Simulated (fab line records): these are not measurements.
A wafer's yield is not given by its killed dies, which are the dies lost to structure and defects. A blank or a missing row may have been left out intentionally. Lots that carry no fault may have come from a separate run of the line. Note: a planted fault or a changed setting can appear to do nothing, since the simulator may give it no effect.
What tool caused it?    flow gf180mcu    6 lots (18 wafers sampled), 1 step of a 602-step route

== WHAT THE GAUGES READ, wafer by wafer ==
GF_V4_RS_MEAS_24: measurement is done with a four-point probe.
lot   measured      on             V4_W_RS (ohm/sq)
L416  day 24 18:59  film_metro-04  0.322 0.323 0.324
L419  day 25 20:46  film_metro-04  0.337 0.331 0.334
L421  day 26 07:22  film_metro-03  0.327 0.328 0.330
L423  day 27 02:07  film_metro-01  0.328 0.323 0.327
L425  day 27 22:26  film_metro-04  0.332 0.324 0.330
L428  day 28 12:50  film_metro-04  0.330 0.330 0.332

== TOOL THAT RAN EACH LOT (tool first, then ch and the chambers of the sampled wafers, then the start) ==
The record holds no process step before these readings.

== THE ANSWER, worked out from the rows above alone ==
Rule: what is usual is taken from the lots themselves. The widest of any qualifying gaps counts: lots, ordered by their means at a reading, are off when they make up no more than a third of the lots, leave a main group of 4 or more, and stand apart from it by 3 or more times the standard deviation of that group's means. Not used: any main group whose means are identical at the precision the tables above print for the reading. Also off: a lot with no number at a reading for which 4 or more lots have one. Where the step has rows for the other lots, those lots are counted as sound.
No lot is off on any of the readings shown, so nothing can be concluded from this.

== WHAT HAD BEEN PUT IN BY THE SIMULATOR ==
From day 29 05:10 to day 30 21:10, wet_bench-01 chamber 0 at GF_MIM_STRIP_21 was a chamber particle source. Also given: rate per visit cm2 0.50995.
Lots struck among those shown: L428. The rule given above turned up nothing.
